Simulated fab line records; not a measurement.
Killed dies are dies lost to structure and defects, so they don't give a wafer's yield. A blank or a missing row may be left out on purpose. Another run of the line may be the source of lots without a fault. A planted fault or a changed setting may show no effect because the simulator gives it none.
Matching of chambers ; flow gf180mcu ; GF_V5_CMP_04 on cmp-01 has 4 sister chambers
The step polishes SiO2. 4 wafers are shown with their chamber, then 8 later ones without.

WAFERS PAIRED WITH THEIR CHAMBERS
wafer;chamber;motor_current_A (A)
L674.1;1;15.3
L677.4;3;8.7
L677.5;2;10.8
L680.2;0;12.2

WAFERS WITH NO CHAMBER GIVEN
wafer;motor_current_A (A)
L680.3;11.4
L680.4;14.6
L686.1;12.2
L686.4;14.8
L686.6;14.7
L688.1;8.9
L688.2;10.5
L688.5;11.9

EACH ONE'S CHAMBER
wafer;from the rows above;in truth
L680.3;can't be placed: 2 or 0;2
L680.4;1;1
L686.1;0;0
L686.4;1;1
L686.6;1;1
L688.1;3;3
L688.2;2;2
L688.5;can't be placed: 0 or 2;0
6 of 8 placed correctly. These rows do not allow placing 2 (true chamber among the candidates in 2). Wrongly placed: 0.
How it was worked out, from the rows above alone: a wafer's distance from a chamber is the root of the sum, over the readings, of the square of ((its reading less the chamber's mean) divided by the reading's scatter). If the next closest chamber is less than 2 further off than the closest, the wafer can't be placed; otherwise it belongs to the closest. A chamber's mean is the mean of its shown wafers. The scatter: root of mean squared gap, hidden wafer to nearest shown wafer, with one shown wafer a chamber.
